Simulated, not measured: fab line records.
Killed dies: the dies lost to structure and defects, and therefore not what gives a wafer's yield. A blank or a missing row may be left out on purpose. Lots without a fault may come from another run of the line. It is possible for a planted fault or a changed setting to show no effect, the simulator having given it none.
Matching of chambers :: flow gf180mcu :: GF_V4_ETCH_16 on rieDiel-03 has 4 sister chambers
The step etches BARC in N2/H2. 4 wafers are shown with their chamber, then 7 later ones without.

## WAFERS PAIRED WITH THEIR CHAMBERS
wafer: L304.2
chamber: 2
drypumpMotorCurrentA (A): 4.9

wafer: L304.3
chamber: 1
drypumpMotorCurrentA (A): 5.1

wafer: L309.6
chamber: 0
drypumpMotorCurrentA (A): 5.8

wafer: L313.5
chamber: 3
drypumpMotorCurrentA (A): 5.7

## WAFERS MISSING THEIR CHAMBER
wafer: L313.6
drypumpMotorCurrentA (A): 4.9

wafer: L318.3
drypumpMotorCurrentA (A): 5.8

wafer: L318.4
drypumpMotorCurrentA (A): 5.6

wafer: L318.5
drypumpMotorCurrentA (A): 4.9

wafer: L322.1
drypumpMotorCurrentA (A): 5.0

wafer: L322.3
drypumpMotorCurrentA (A): 4.9

wafer: L322.5
drypumpMotorCurrentA (A): 4.9

## EACH ONE'S CHAMBER
wafer: L313.6
from the rows above: 2
in truth: 2

wafer: L318.3
from the rows above: can't be placed: 0 or 3
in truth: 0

wafer: L318.4
from the rows above: can't be placed: 3 or 0
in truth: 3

wafer: L318.5
from the rows above: 2
in truth: 2

wafer: L322.1
from the rows above: can't be placed: 1 or 2
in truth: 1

wafer: L322.3
from the rows above: 2
in truth: 2

wafer: L322.5
from the rows above: 2
in truth: 2
Correctly placed: 4 of 7. Cannot be placed on the basis of these rows: 3; the candidates contain the true chamber in 3. Wrongly placed: 0.
How it was worked out, from the rows above alone: a wafer's distance from a chamber is the root of the sum, over the readings, of the square of ((its reading less the chamber's mean) divided by the reading's scatter). If the next closest chamber is less than 2 further off than the closest, the wafer can't be placed; otherwise it belongs to the closest. For every chamber, the mean is computed from those of its wafers that are shown. The scatter: with one shown wafer a chamber, the root of the mean of the squares of how far each hidden wafer lies from its nearest shown one.
